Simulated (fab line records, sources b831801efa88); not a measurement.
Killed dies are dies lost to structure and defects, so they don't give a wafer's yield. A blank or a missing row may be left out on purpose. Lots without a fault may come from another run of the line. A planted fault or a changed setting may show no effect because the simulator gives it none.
Problem report in the 8D (eight disciplines) form, filled by code | flow sky130 | the parts of the form that need people (team, actions taken, sign-off) are left out

1. THE PROBLEM
run_length_s at SKY_POLY_GATE_ETCH_17 reads a mean of 102.4 s on 1 wafer of 1 lot; wafers without a fault read 99.0 s with a standard deviation of 0.39. That is +8.7 standard deviations from the usual mean.
The step: etches poly-Si in HBr/Cl2, stops on SiO2, target depth 180 nm, time 70.5 s.
First seen on wafer L226.2, day 20 11:08, on rie_si-01. The record holds 36 wafers of 12 lots with a number at this step. Rule for "out", or "out of limits": more than 4 standard deviations from the usual mean. The other wafers with a number count as sound.

2. WHAT IT IS AND WHAT IT IS NOT
question                    | is                           | is not
which readings at this step | run_length_s, oes_product_au | drypump_motor_current_A, throttle_valve_pct
which lots                  | L226                         | L215, L216, L217, L218, L219, L220, L221, L224, L235, L237, L238
which wafers of those lots  | L226.2                       | L226.1, L226.3
read on which tools         | rie_si-01                    | rie_si-02
when                        | from day 20 11:08            | up to then (26 sound wafers); but 9 sound wafers of L235, L237, L238 came after

3. SUSPECTS, AND WHAT RULES EACH OUT
Counting: a tool at a process step up to the reading stays a suspect if it ran every lot that is out. Sound lots after the first of them don't rule it out here, since some wafers of a struck lot are sound.
- plasma_asher-01 at SKY_VT_ADJUST_HVTP_STRIP_10 (strips in O2/N2): kept. It ran the lot that is out, L226 (day 8 22:26); its last sound lot up to then is L224 (day 8 11:41).
- rie_si-01 at SKY_POLY_GATE_ETCH_17 (etches poly-Si in HBr/Cl2, stops on SiO2, target depth 180 nm, time 70.5 s): kept. It ran the lot that is out, L226 (day 20 11:08); its last sound lot up to then is L224 (day 19 20:50). Its own readings are out on those wafers: oes_product_au, run_length_s.
- Within plasma_asher-01 at SKY_VT_ADJUST_HVTP_STRIP_10: the wafers that are out ran in chamber 1; their sound lot-mates ran in chamber 0.
- Within rie_si-01 at SKY_POLY_GATE_ETCH_17: the wafers that are out ran in chamber 3; their sound lot-mates ran in chambers 1, 2.
Left after counting: plasma_asher-01 at SKY_VT_ADJUST_HVTP_STRIP_10, rie_si-01 at SKY_POLY_GATE_ETCH_17.

4. THE CAUSE (what the simulator had put in)
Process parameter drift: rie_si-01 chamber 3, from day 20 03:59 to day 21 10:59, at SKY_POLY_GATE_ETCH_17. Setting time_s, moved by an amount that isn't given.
Counting left 2 suspects, and this tool is among them.

5. THE CHAIN OF EFFECTS, in route order
Each row: a reading whose mean over the struck wafers that have a number lies more than 3 standard deviations from the usual. Only readings for which the record gives a usual standard deviation are gone through. hours: the time from each lot's start at the first step in this table that gives one to its start at this step, as a median over the lots. sigmas: the change in usual standard deviations.
hours | step                  | reading        | usual      | on struck wafers | change | sigmas
0     | SKY_POLY_GATE_ETCH_17 | oes_product_au | 0.989 a.u. | 0.961            | -0.028 | -4.7
0     | SKY_POLY_GATE_ETCH_17 | run_length_s   | 99.0 s     | 102.4            | +3.4   | +8.7
The process steps in it:
- SKY_POLY_GATE_ETCH_17: etches poly-Si in HBr/Cl2, stops on SiO2, target depth 180 nm, time 70.5 s.
Later measuring or inspecting steps at which every struck wafer that the step has a row for has a number for every such reading, and none has moved that far: SKY_LDD_HVN_OVL_MEAS_07.

6. WHAT WOULD HAVE CAUGHT IT SOONER
In this record the first reading out of limits was taken at day 20 11:08, 7 hours after the fault began at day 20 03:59.
